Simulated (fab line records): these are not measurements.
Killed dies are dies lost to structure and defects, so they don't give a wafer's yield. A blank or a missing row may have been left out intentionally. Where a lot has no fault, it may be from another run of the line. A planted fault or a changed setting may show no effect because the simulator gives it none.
A lot that was struck, set against a sound lot ; flow sky130 ; 15 out of 708 route steps
Sound: wafers L681.3, L681.4, L681.6. Wafers struck: L691.3, L691.5, L691.6. Last of all comes the cause.
At each step with rows: each side's tool, then ch and its chambers, then its first start. Under that, the readings that differ: sound wafers ; struck wafers ; difference of the means ; sigmas: that difference in standard deviations of wafers without a fault.
alike: words and numbers the same on both sides, and readings whose means are apart by under 2 such deviations; not compared: readings that were withheld, readings missing a value for some wafer, numbers with overlapping values and no deviation given by the record, and bounds like >300 which may hide the same value.
Wherever a step has rows on one side only, a row that says differs or no value, or a row with sigmas, the two part there. When numbers do not overlap yet have no deviation, they are printed without sigmas and do not part them. A reading missing from all wafers of one side parts the sides only when that side holds two or more wafers.

first, 7 steps without rows for these wafers: SKY_CONTACT_HMDS_07 (prime time 60 s); SKY_CONTACT_COAT_08 (resist thk 60 nm); SKY_CONTACT_COAT_09 (resist thk 450 nm); SKY_CONTACT_SOFTBAKE_10 (time 90 s); SKY_CONTACT_EXPOSE_11 (exposes mask CTM1, target cd 170 nm); SKY_CONTACT_PEB_12; SKY_CONTACT_DEVELOP_13 (develop time 60 s).
SKY_CONTACT_CD_MEAS_14: the cd target is 170 nm.
  sound on cdSem-02, day 34 05:30; struck on cdSem-01, day 36 19:12
  alike: cdNm
SKY_CONTACT_OVL_MEAS_15:
  sound on overlay-01, day 34 05:35; struck on overlay-01, day 36 19:17
  alike: CONTACT_OVL
SKY_CONTACT_ETCH_16: etches BARC in N2/H2, stops on SiO2, time 45.9 s, target depth 60 nm.
  sound on rieDiel-03 ch 0,1,2, day 34 05:37; struck on rieDiel-02 ch 0,1,2, day 36 19:19
  alike: biasW, drypumpMotorCurrentA, h2FlowSccm, oesProductAu, rfFwdPowerW, throttleValvePct
  not compared: rfHoursCounterH
SKY_CONTACT_ETCH_17: etches SiO2 in C4F8/O2/Ar, stops on Si3N4, target depth 340 nm.
  sound on rieDiel-03 ch 0,1,2, day 34 05:40; struck on rieDiel-02 ch 0,1,2, day 36 19:22
  alike: biasW, oesProductAu, rfFwdPowerW
SKY_CONTACT_ETCH_18: etches Si3N4 in CHF3/O2, stops on TiN, time 39 s, target depth 75 nm.
  sound on rieDiel-03 ch 0,1,2; struck on rieDiel-02 ch 0,1,2
  alike: biasW, drypumpMotorCurrentA, oesProductAu, rfFwdPowerW, throttleValvePct
  not compared: rfHoursCounterH
SKY_CONTACT_STRIP_19: strips in O2/N2.
  sound on plasmaAsher-02 ch 0,1, day 34 05:47; struck on plasmaAsher-03 ch 0,1, day 36 19:29
  no value came back on the struck wafers for any of 5 readings (chamberPressureMTorr (mTorr), drypumpMotorCurrentA (A) and others); on the sound wafers chamberPressureMTorr (mTorr) reads 1499.0 1499.9 1502.4
reading;sound;struck;difference;sigmas
model.KrF-thick_of_CONTACT_COAT_09.thkNm (nm);0 0 0;244.4 244.7 247.4;+245.5;
  not compared: rfHoursCounterH
then, 1 step without rows for these wafers: SKY_CONTACT_STRIP_20 (strips in post etch residue remover, time 1200 s).
-- the record jumps here: 13 days lie between the struck wafers' starts before and after (it left off in module CONTACT and takes up again in module PAD_OPEN, whose first step shown is number 708 of the route) --
SKY_PAD_OPEN_PROBE_99:
  sound on prober-01, day 47 19:07; struck on prober-01, day 49 15:04
reading;sound;struck;difference;sigmas
hold;- - -;awaitDispo/1.3h/scrap awaitDispo/1.3h/scrap awaitDispo/1.3h/scrap;no value on the sound wafers;
killedAtContacts;27 24 15;441 433 432;+413;+81
killedDies;94 84 88;492 492 492;+403;+42
killedOnRim;14 20 17;96 96 96;+79;+21
  alike: killed_at_M0_to_M3, killed_at_M4_up, killedAtFrontEnd, killedAtOther, killedOpen, killedShort

== WHERE THEY PART ==
First at SKY_CONTACT_STRIP_19; last, within this record, at SKY_PAD_OPEN_PROBE_99.

WHY: what had been put in by the simulator
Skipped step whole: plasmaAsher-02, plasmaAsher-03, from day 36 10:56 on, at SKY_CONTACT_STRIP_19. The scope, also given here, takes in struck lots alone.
